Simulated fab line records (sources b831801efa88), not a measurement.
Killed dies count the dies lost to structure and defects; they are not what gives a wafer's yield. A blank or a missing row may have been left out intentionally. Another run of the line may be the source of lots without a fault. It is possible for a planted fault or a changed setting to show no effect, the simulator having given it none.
fab line records / flow gf180mcu / part 2 of 2: steps 30 to 41 of 41
record lots=5 wafers=15 last_day=34
route steps=602 shown PSD@256 NSD@262 SAB@264 SALICIDE@278 CONTACT@287
lots with no fault: from the same line, run without faults
start_h: hours from the record's first day to the start of the lot's first wafer shown / wait_h: hours from the lot's prior step to this one / " the same as in the row above / L1.1+2: one row covering several wafers at once / - either no value or no given start / * or withheld: withheld / < > ~ a bound
route shown NAME@n: names a module that has steps shown in the file, with the first one's number in the route / usual: the fault-free wafers' mean and standard deviation / same: alike in all rows / chamber/n: place in a boat / sites: each site's reading / _std_site: standard deviation of those values / _edge_site: outer sites' mean less inner sites' / radius_mm: how far each site lies from the wafer's centre / mask NAME#n: copy n / behind: the tool/chamber that last shaped the wafer / hold: why the lot was held/for how many hours/how that ended / device: transistor that didn't switch, given as n, p or np / end of line: the tests these same wafers got at the end of their route / a step without rows: its recipe alone / killed: the dies lost at the first sort to structure and to defects; this is not the yield of the wafer / map: the dies of a wafer, with x for killed, . for not killed, _ for no die there
set.NAME: the run value of the setting; set.NAME@STEP: its run value at that earlier step / model.NAME: the simulator's own value behind a step, which no gauge read
a table for each step, a row for each wafer; lots at some steps of the route
services: from which hour (start_h, from the record's first day; less than 0 if before it) a tool's chamber was out of use, for how many hours, and why
## steps
# step GF_SALICIDE_WET_ETCH_07
# recipe chemistry=SPM target_depth_nm=120 dry=n2_spin
lot.wafer=L080.1+4+6 tool=wet_bench-03 chamber=2 start_h=425.20 wait_h=0.1
lot.wafer=L086.1+3+5 tool=wet_bench-04 chamber=0 start_h=439.72 wait_h=0.1
lot.wafer=L088.2+3+5 tool=wet_bench-01 chamber=0 start_h=476.34 wait_h=0.1
lot.wafer=L091.1+3+4 tool=wet_bench-04 chamber=3 start_h=497.08 wait_h=0.1
lot.wafer=L096.1+3+4 tool=wet_bench-01 chamber=1 start_h=547.85 wait_h=0.1
# step GF_SALICIDE_RTA_08
# recipe temp_c=800 time_s=30 ambient=N2
# usual chamber_o2_ppm=2.003/0.02 lamp_power_pct=17.3/2.3 wafer_temp_C_max=803.5/0.87
# same time_s=30
lot.wafer=L080.1 tool=rtp_anneal-02 chamber=0 start_h=425.30 wait_h=0.0 chamber_o2_ppm=2.022 lamp_power_pct=15.1 wafer_temp_C_max=802.9
lot.wafer=L080.4 tool=rtp_anneal-02 chamber=0 start_h=425.30 wait_h=0.0 chamber_o2_ppm=2.005 lamp_power_pct=15.1 wafer_temp_C_max=802.4
lot.wafer=L080.6 tool=rtp_anneal-02 chamber=0 start_h=425.30 wait_h=0.0 chamber_o2_ppm=2.010 lamp_power_pct=15.1 wafer_temp_C_max=802.7
lot.wafer=L086.1 tool=rtp_anneal-02 chamber=0 start_h=439.82 wait_h=0.0 chamber_o2_ppm=2.016 lamp_power_pct=15.1 wafer_temp_C_max=803.1
lot.wafer=L086.3 tool=rtp_anneal-02 chamber=0 start_h=439.82 wait_h=0.0 chamber_o2_ppm=2.005 lamp_power_pct=15.1 wafer_temp_C_max=802.7
lot.wafer=L086.5 tool=rtp_anneal-02 chamber=0 start_h=439.82 wait_h=0.0 chamber_o2_ppm=2.004 lamp_power_pct=15.1 wafer_temp_C_max=803.0
lot.wafer=L088.2 tool=rtp_anneal-02 chamber=0 start_h=476.45 wait_h=0.0 chamber_o2_ppm=1.999 lamp_power_pct=15.1 wafer_temp_C_max=803.0
lot.wafer=L088.3 tool=rtp_anneal-02 chamber=0 start_h=476.45 wait_h=0.0 chamber_o2_ppm=2.000 lamp_power_pct=15.1 wafer_temp_C_max=802.6
lot.wafer=L088.5 tool=rtp_anneal-02 chamber=0 start_h=476.45 wait_h=0.0 chamber_o2_ppm=2.020 lamp_power_pct=15.1 wafer_temp_C_max=802.1
lot.wafer=L091.1 tool=rtp_anneal-01 chamber=0 start_h=497.17 wait_h=0.0 chamber_o2_ppm=1.992 lamp_power_pct=19.8 wafer_temp_C_max=805.4
lot.wafer=L091.3 tool=rtp_anneal-01 chamber=0 start_h=497.17 wait_h=0.0 chamber_o2_ppm=1.976 lamp_power_pct=19.8 wafer_temp_C_max=804.2
lot.wafer=L091.4 tool=rtp_anneal-01 chamber=0 start_h=497.17 wait_h=0.0 chamber_o2_ppm=2.015 lamp_power_pct=19.8 wafer_temp_C_max=804.2
lot.wafer=L096.1 tool=rtp_anneal-01 chamber=0 start_h=547.94 wait_h=0.0 chamber_o2_ppm=2.008 lamp_power_pct=19.8 wafer_temp_C_max=804.5
lot.wafer=L096.3 tool=rtp_anneal-01 chamber=0 start_h=547.94 wait_h=0.0 chamber_o2_ppm=2.001 lamp_power_pct=19.8 wafer_temp_C_max=802.8
lot.wafer=L096.4 tool=rtp_anneal-01 chamber=0 start_h=547.94 wait_h=0.0 chamber_o2_ppm=2.041 lamp_power_pct=19.8 wafer_temp_C_max=803.6
# step GF_CONTACT_CVD_00
# recipe material=SiO2 target_thk_nm=300 sigma_open_frac=0.3 temp_c=400 time_s=50 sih4_flow_sccm=60 pressure_mtorr=6
# same time_s=50
lot.wafer=L080.1+4+6 tool=hdpcvd-01 chamber=0,1,2 start_h=425.40 wait_h=0.1
lot.wafer=L086.1+3+5 tool=hdpcvd-02 chamber=1,2,2 start_h=439.92 wait_h=0.1
lot.wafer=L088.2+3+5 tool=hdpcvd-01 chamber=0,2,2 start_h=476.53 wait_h=0.1
lot.wafer=L091.1+3+4 tool=hdpcvd-02 chamber=0,1,0 start_h=497.27 wait_h=0.1
lot.wafer=L096.1+3+4 tool=hdpcvd-02 chamber=0,1,1 start_h=548.04 wait_h=0.1
# step GF_CONTACT_THK_MEAS_01
# recipe reads=SiO2_of_CONTACT_CVD_00
# usual CONTACT_CVD_00_THK=299.2/2.8
lot.wafer=L080.1 tool=film_metro-04 chamber=- start_h=425.45 wait_h=0.0 CONTACT_CVD_00_THK[nm]=301.0
lot.wafer=L080.4 tool=film_metro-04 chamber=- start_h=425.45 wait_h=0.0 CONTACT_CVD_00_THK[nm]=297.7
lot.wafer=L080.6 tool=film_metro-04 chamber=- start_h=425.45 wait_h=0.0 CONTACT_CVD_00_THK[nm]=298.2
lot.wafer=L086.1 tool=film_metro-02 chamber=- start_h=439.96 wait_h=0.0 CONTACT_CVD_00_THK[nm]=295.6
lot.wafer=L086.3 tool=film_metro-02 chamber=- start_h=439.96 wait_h=0.0 CONTACT_CVD_00_THK[nm]=301.6
lot.wafer=L086.5 tool=film_metro-02 chamber=- start_h=439.96 wait_h=0.0 CONTACT_CVD_00_THK[nm]=299.6
lot.wafer=L088.2 tool=film_metro-04 chamber=- start_h=476.61 wait_h=0.1 CONTACT_CVD_00_THK[nm]=299.4
lot.wafer=L088.3 tool=film_metro-04 chamber=- start_h=476.61 wait_h=0.1 CONTACT_CVD_00_THK[nm]=299.7
lot.wafer=L088.5 tool=film_metro-04 chamber=- start_h=476.61 wait_h=0.1 CONTACT_CVD_00_THK[nm]=297.3
lot.wafer=L091.1 tool=film_metro-04 chamber=- start_h=497.33 wait_h=0.0 CONTACT_CVD_00_THK[nm]=298.7
lot.wafer=L091.3 tool=film_metro-04 chamber=- start_h=497.33 wait_h=0.0 CONTACT_CVD_00_THK[nm]=296.9
lot.wafer=L091.4 tool=film_metro-04 chamber=- start_h=497.33 wait_h=0.0 CONTACT_CVD_00_THK[nm]=299.6
lot.wafer=L096.1 tool=film_metro-02 chamber=- start_h=548.08 wait_h=0.0 CONTACT_CVD_00_THK[nm]=301.8
lot.wafer=L096.3 tool=film_metro-02 chamber=- start_h=548.08 wait_h=0.0 CONTACT_CVD_00_THK[nm]=300.9
lot.wafer=L096.4 tool=film_metro-02 chamber=- start_h=548.08 wait_h=0.0 CONTACT_CVD_00_THK[nm]=298.5
# step GF_CONTACT_CVD_02
# recipe material=SiO2 target_thk_nm=860 precursor=TEOS temp_c=400 time_s=95.992 rf_w=600
# usual heater_power_w=679/110
# same time_s=95.992
lot.wafer=L080.1 tool=pecvd-03 chamber=1 start_h=425.51 wait_h=0.1 heater_power_w=756
lot.wafer=L080.4 tool=pecvd-03 chamber=0 start_h=425.51 wait_h=0.1 heater_power_w=636
lot.wafer=L080.6 tool=pecvd-03 chamber=0 start_h=425.51 wait_h=0.1 heater_power_w=723
lot.wafer=L086.1 tool=pecvd-01 chamber=0 start_h=440.02 wait_h=0.1 heater_power_w=568
lot.wafer=L086.3 tool=pecvd-01 chamber=1 start_h=440.02 wait_h=0.1 heater_power_w=639
lot.wafer=L086.5 tool=pecvd-01 chamber=1 start_h=440.02 wait_h=0.1 heater_power_w=516
lot.wafer=L088.2 tool=pecvd-02 chamber=1 start_h=476.66 wait_h=0.0 heater_power_w=691
lot.wafer=L088.3 tool=pecvd-02 chamber=0 start_h=476.66 wait_h=0.0 heater_power_w=739
lot.wafer=L088.5 tool=pecvd-02 chamber=0 start_h=476.66 wait_h=0.0 heater_power_w=788
lot.wafer=L091.1 tool=pecvd-02 chamber=2 start_h=497.39 wait_h=0.1 heater_power_w=548
lot.wafer=L091.3 tool=pecvd-02 chamber=1 start_h=497.39 wait_h=0.1 heater_power_w=746
lot.wafer=L091.4 tool=pecvd-02 chamber=0 start_h=497.39 wait_h=0.1 heater_power_w=826
lot.wafer=L096.1 tool=pecvd-01 chamber=1 start_h=548.14 wait_h=0.1 heater_power_w=622
lot.wafer=L096.3 tool=pecvd-01 chamber=2 start_h=548.14 wait_h=0.1 heater_power_w=793
lot.wafer=L096.4 tool=pecvd-01 chamber=2 start_h=548.14 wait_h=0.1 heater_power_w=828
# step GF_CONTACT_THK_MEAS_03
# recipe reads=SiO2_of_CONTACT_CVD_02
# usual CONTACT_CVD_02_THK=863/13
lot.wafer=L080.1 tool=film_metro-03 chamber=- start_h=425.61 wait_h=0.1 CONTACT_CVD_02_THK[nm]=859
lot.wafer=L080.4 tool=film_metro-03 chamber=- start_h=425.61 wait_h=0.1 CONTACT_CVD_02_THK[nm]=886
lot.wafer=L080.6 tool=film_metro-03 chamber=- start_h=425.61 wait_h=0.1 CONTACT_CVD_02_THK[nm]=889
lot.wafer=L086.1 tool=film_metro-03 chamber=- start_h=440.09 wait_h=0.0 CONTACT_CVD_02_THK[nm]=849
lot.wafer=L086.3 tool=film_metro-03 chamber=- start_h=440.09 wait_h=0.0 CONTACT_CVD_02_THK[nm]=863
lot.wafer=L086.5 tool=film_metro-03 chamber=- start_h=440.09 wait_h=0.0 CONTACT_CVD_02_THK[nm]=879
lot.wafer=L088.2 tool=film_metro-03 chamber=- start_h=476.74 wait_h=0.0 CONTACT_CVD_02_THK[nm]=865
lot.wafer=L088.3 tool=film_metro-03 chamber=- start_h=476.74 wait_h=0.0 CONTACT_CVD_02_THK[nm]=864
lot.wafer=L088.5 tool=film_metro-03 chamber=- start_h=476.74 wait_h=0.0 CONTACT_CVD_02_THK[nm]=869
lot.wafer=L091.1 tool=film_metro-03 chamber=- start_h=497.46 wait_h=0.0 CONTACT_CVD_02_THK[nm]=849
lot.wafer=L091.3 tool=film_metro-03 chamber=- start_h=497.46 wait_h=0.0 CONTACT_CVD_02_THK[nm]=863
lot.wafer=L091.4 tool=film_metro-03 chamber=- start_h=497.46 wait_h=0.0 CONTACT_CVD_02_THK[nm]=861
lot.wafer=L096.1 tool=film_metro-02 chamber=- start_h=548.21 wait_h=0.0 CONTACT_CVD_02_THK[nm]=839
lot.wafer=L096.3 tool=film_metro-02 chamber=- start_h=548.21 wait_h=0.0 CONTACT_CVD_02_THK[nm]=833
lot.wafer=L096.4 tool=film_metro-02 chamber=- start_h=548.21 wait_h=0.0 CONTACT_CVD_02_THK[nm]=849
# step GF_CONTACT_CMP_04
# recipe material=SiO2 down_force_psi=4 platen_rpm=60 pad_velocity_m_s=0.94248
# usual motor_current_A=12.0/1.1 retaining_ring_pressure_frac=0.999/0.005 time_to_endpoint_s=110/6.9
lot.wafer=L080.4 tool=cmp-01 chamber=1 start_h=425.72 wait_h=0.1 motor_current_A=11.9 retaining_ring_pressure_frac=1.003 time_to_endpoint_s=115
lot.wafer=L080.1 tool=cmp-01 chamber=2 start_h=425.72 wait_h=0.1 motor_current_A=10.7 retaining_ring_pressure_frac=0.996 time_to_endpoint_s=100
lot.wafer=L080.6 tool=cmp-01 chamber=1 start_h=425.72 wait_h=0.1 motor_current_A=11.7 retaining_ring_pressure_frac=0.999 time_to_endpoint_s=111
lot.wafer=L086.3 tool=cmp-01 chamber=0 start_h=440.20 wait_h=0.1 motor_current_A=12.9 retaining_ring_pressure_frac=1.004 time_to_endpoint_s=103
lot.wafer=L086.1 tool=cmp-01 chamber=1 start_h=440.20 wait_h=0.1 motor_current_A=11.9 retaining_ring_pressure_frac=1.001 time_to_endpoint_s=97
lot.wafer=L086.5 tool=cmp-01 chamber=3 start_h=440.20 wait_h=0.1 motor_current_A=10.8 retaining_ring_pressure_frac=1.006 time_to_endpoint_s=106
lot.wafer=L088.3 tool=cmp-01 chamber=2 start_h=476.79 wait_h=0.0 motor_current_A=10.6 retaining_ring_pressure_frac=1.013 time_to_endpoint_s=105
lot.wafer=L088.2 tool=cmp-01 chamber=3 start_h=476.79 wait_h=0.0 motor_current_A=10.8 retaining_ring_pressure_frac=1.001 time_to_endpoint_s=104
lot.wafer=L088.5 tool=cmp-01 chamber=3 start_h=476.79 wait_h=0.0 motor_current_A=11.1 retaining_ring_pressure_frac=1.008 time_to_endpoint_s=107
lot.wafer=L091.3 tool=cmp-02 chamber=0 start_h=497.52 wait_h=0.0 motor_current_A=13.6 retaining_ring_pressure_frac=1.000 time_to_endpoint_s=117
lot.wafer=L091.4 tool=cmp-02 chamber=2 start_h=497.52 wait_h=0.0 motor_current_A=11.4 retaining_ring_pressure_frac=1.006 time_to_endpoint_s=113
lot.wafer=L091.1 tool=cmp-02 chamber=3 start_h=497.52 wait_h=0.0 motor_current_A=11.7 retaining_ring_pressure_frac=1.004 time_to_endpoint_s=115
lot.wafer=L096.3 tool=cmp-02 chamber=0 start_h=548.32 wait_h=0.1 motor_current_A=13.8 retaining_ring_pressure_frac=1.002 time_to_endpoint_s=103
lot.wafer=L096.4 tool=cmp-02 chamber=1 start_h=548.32 wait_h=0.1 motor_current_A=12.2 retaining_ring_pressure_frac=1.002 time_to_endpoint_s=103
lot.wafer=L096.1 tool=cmp-02 chamber=2 start_h=548.32 wait_h=0.1 motor_current_A=12.3 retaining_ring_pressure_frac=1.003 time_to_endpoint_s=97
# step GF_CONTACT_BOW_MEAS_05
# recipe mode=bow
# usual CONTACT_BOW=66/7.3
lot.wafer=L080.1 tool=film_metro-03 chamber=- start_h=425.97 wait_h=0.1 CONTACT_BOW[um]=47
lot.wafer=L080.4 tool=film_metro-03 chamber=- start_h=425.97 wait_h=0.1 CONTACT_BOW[um]=58
lot.wafer=L080.6 tool=film_metro-03 chamber=- start_h=425.97 wait_h=0.1 CONTACT_BOW[um]=59
lot.wafer=L086.1 tool=film_metro-04 chamber=- start_h=440.45 wait_h=0.1 CONTACT_BOW[um]=71
lot.wafer=L086.3 tool=film_metro-04 chamber=- start_h=440.45 wait_h=0.1 CONTACT_BOW[um]=70
lot.wafer=L086.5 tool=film_metro-04 chamber=- start_h=440.45 wait_h=0.1 CONTACT_BOW[um]=74
lot.wafer=L088.2 tool=film_metro-03 chamber=- start_h=477.11 wait_h=0.2 CONTACT_BOW[um]=63
lot.wafer=L088.3 tool=film_metro-03 chamber=- start_h=477.11 wait_h=0.2 CONTACT_BOW[um]=68
lot.wafer=L088.5 tool=film_metro-03 chamber=- start_h=477.11 wait_h=0.2 CONTACT_BOW[um]=72
lot.wafer=L091.1 tool=film_metro-02 chamber=- start_h=497.82 wait_h=0.1 CONTACT_BOW[um]=62
lot.wafer=L091.3 tool=film_metro-02 chamber=- start_h=497.82 wait_h=0.1 CONTACT_BOW[um]=54
lot.wafer=L091.4 tool=film_metro-02 chamber=- start_h=497.82 wait_h=0.1 CONTACT_BOW[um]=66
lot.wafer=L096.1 tool=film_metro-04 chamber=- start_h=548.57 wait_h=0.1 CONTACT_BOW[um]=84
lot.wafer=L096.3 tool=film_metro-04 chamber=- start_h=548.57 wait_h=0.1 CONTACT_BOW[um]=59
lot.wafer=L096.4 tool=film_metro-04 chamber=- start_h=548.57 wait_h=0.1 CONTACT_BOW[um]=57
# step GF_CONTACT_DEHYDRATE_06
# recipe temp_c=200 time_s=60
# same time_s=60
lot.wafer=L080.1+4+6 tool=litho_track-02 chamber=0 start_h=438.05 wait_h=12.1
lot.wafer=L086.1+3+5 tool=litho_track-04 chamber=0 start_h=452.08 wait_h=11.6
lot.wafer=L088.2+3+5 tool=litho_track-04 chamber=0 start_h=488.41 wait_h=11.3
lot.wafer=L091.1+3+4 tool=litho_track-02 chamber=0 start_h=509.40 wait_h=11.6
lot.wafer=L096.1+3+4 tool=litho_track-03 chamber=0 start_h=558.88 wait_h=10.3
# step GF_CONTACT_HMDS_07
# recipe prime_time_s=60 prime_temp_c=120
lot.wafer=L080.1+4+6 tool=litho_track-02 chamber=0 start_h=438.20 wait_h=0.1
lot.wafer=L086.1+3+5 tool=litho_track-04 chamber=0 start_h=452.23 wait_h=0.1
lot.wafer=L088.2+3+5 tool=litho_track-04 chamber=0 start_h=488.56 wait_h=0.1
lot.wafer=L091.1+3+4 tool=litho_track-02 chamber=0 start_h=509.55 wait_h=0.1
lot.wafer=L096.1+3+4 tool=litho_track-03 chamber=0 start_h=559.03 wait_h=0.1
# step GF_CONTACT_COAT_08
# recipe resist=BARC temp_c=withheld time_s=withheld spin_rpm=withheld resist_thk_nm=withheld
lot.wafer=L080.1+4+6 tool=litho_track-02 chamber=0 start_h=438.35 wait_h=0.1
lot.wafer=L086.1+3+5 tool=litho_track-04 chamber=0 start_h=452.38 wait_h=0.1
lot.wafer=L088.2+3+5 tool=litho_track-04 chamber=0 start_h=488.71 wait_h=0.1
lot.wafer=L091.1+3+4 tool=litho_track-02 chamber=0 start_h=509.70 wait_h=0.1
lot.wafer=L096.1+3+4 tool=litho_track-03 chamber=0 start_h=559.18 wait_h=0.1
# step GF_CONTACT_COAT_09
# recipe resist=KrF spin_rpm=withheld resist_thk_nm=1000
lot.wafer=L080.1+4+6 tool=litho_track-02 chamber=0 start_h=- wait_h=-
lot.wafer=L086.1+3+5 tool=litho_track-04 chamber=0 start_h=- wait_h=-
lot.wafer=L088.2+3+5 tool=litho_track-04 chamber=0 start_h=- wait_h=-
lot.wafer=L091.1+3+4 tool=litho_track-02 chamber=0 start_h=- wait_h=-
lot.wafer=L096.1+3+4 tool=litho_track-03 chamber=0 start_h=- wait_h=-
## services
tool=hdpcvd-02 chamber=- start_h=394.78 hours=2.8 kind=pm
tool=pecvd-01 chamber=- start_h=401.62 hours=14.6 kind=pm
tool=cmp-01 chamber=- start_h=403.13 hours=1.2 kind=repair
tool=cmp-01 chamber=- start_h=404.32 hours=4.0 kind=pm
tool=plasma_asher-04 chamber=- start_h=421.25 hours=9.0 kind=pm
tool=hdpcvd-02 chamber=- start_h=421.68 hours=0.3 kind=repair
tool=wet_bench-04 chamber=- start_h=440.77 hours=4.4 kind=pm
tool=hdpcvd-02 chamber=1 start_h=443.35 hours=3.6 kind=repair
tool=pecvd-02 chamber=1 start_h=443.40 hours=2.0 kind=repair
tool=rie_diel-04 chamber=- start_h=445.73 hours=0.8 kind=repair
tool=rie_diel-04 chamber=- start_h=445.98 hours=0.2 kind=repair
tool=pecvd-01 chamber=1 start_h=456.13 hours=45.8 kind=repair
tool=cmp-01 chamber=- start_h=470.13 hours=3.6 kind=repair
tool=rie_diel-04 chamber=1 start_h=480.67 hours=7.2 kind=repair
tool=hdpcvd-02 chamber=2 start_h=481.32 hours=22.5 kind=repair
tool=pecvd-01 chamber=0 start_h=488.46 hours=11.9 kind=repair
tool=pecvd-01 chamber=2 start_h=490.59 hours=2.8 kind=repair
tool=wet_bench-01 chamber=- start_h=503.72 hours=2.6 kind=repair
tool=iline_stepper-02 chamber=- start_h=507.44 hours=1.7 kind=pm
tool=hdpcvd-02 chamber=- start_h=515.48 hours=2.8 kind=repair
tool=wet_bench-03 chamber=- start_h=516.77 hours=1.5 kind=repair
tool=plasma_asher-04 chamber=- start_h=541.27 hours=2.8 kind=pm
tool=pvd_sputter-01 chamber=- start_h=553.23 hours=11.6 kind=repair
tool=iline_stepper-02 chamber=- start_h=554.44 hours=3.3 kind=repair
